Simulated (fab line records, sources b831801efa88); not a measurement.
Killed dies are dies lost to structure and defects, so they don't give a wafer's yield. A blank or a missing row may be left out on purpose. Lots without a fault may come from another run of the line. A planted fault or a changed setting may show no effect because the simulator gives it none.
One fault seen from 2 desks | flow gf180mcu | each desk has only its own numbers; what lay behind them comes last

THE TOOL OWNER'S DESK: litho_track-04
The tool's own readings at GF_V1_DEVELOP_13 (develop time 60 s): means of the sampled wafers that have a number, for each lot that ran on this tool. A lot is out of limits, marked OUT, if its mean lies more than 4 standard deviations from the usual mean; the brackets give that distance.
Columns: A = developer_temp_C at GF_V1_DEVELOP_13, usual 21.05 C
lot  | first seen here | A
L181 | day 18 18:33    | 21.13
L184 | day 19 20:35    | 21.16
L186 | day 20 10:50    | 21.10
L189 | day 21 10:24    | 20.28 (-7.8) OUT
L191 | day 22 05:33    | 20.12 (-9.4) OUT
This desk's finding: out of limits on L189, L191; first on L189, day 21 10:24 (developer_temp_C at GF_V1_DEVELOP_13). In limits: L181, L184, L186.

THE METROLOGY DESK
What the gauges read, lot by lot, whatever tool the lot ran on: means of the sampled wafers that have a number. A lot is out of limits, marked OUT, if its mean lies more than 4 standard deviations from the usual mean; the brackets give that distance.
Columns: A = M1_ALCU_RS at GF_M1_RS_MEAS_05, usual 0.0694 ohm/sq
lot  | first seen here | A
L181 | day 16 18:49    | 0.0699
L182 | day 16 22:14    | 0.0690
L184 | day 17 20:17    | 0.0694
L185 | day 17 20:38    | 0.0687
L186 | day 18 08:23    | 0.0703
L189 | day 19 09:17    | 0.0694
L191 | day 20 05:15    | 0.0698
L196 | day 22 01:16    | 0.0692
L197 | day 22 04:49    | 0.0693
L199 | day 23 00:42    | 0.0698
L200 | day 23 06:02    | 0.0697
L202 | day 23 22:35    | 0.0690
L203 | day 24 11:24    | 0.0700
This desk's finding: nothing out of limits on any of the 13 lots.

PUT TOGETHER
The tool owner's desk could have raised an alarm at day 21 10:24, on L189, L191.
The metrology desk saw nothing out of limits.
The metrology desk has L189, L191 on record, within its limits.
Of the lots named, all ran GF_V1_DEVELOP_13 on litho_track-04.

WHAT THE SIMULATOR HAD PUT IN
Process parameter drift: litho_track-04, from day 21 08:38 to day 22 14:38, at GF_V1_DEVELOP_13. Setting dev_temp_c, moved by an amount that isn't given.
Lots struck among those shown: L189, L191.
Hours from the fault's start to each desk's first reading out of limits: the tool owner's desk, 2.
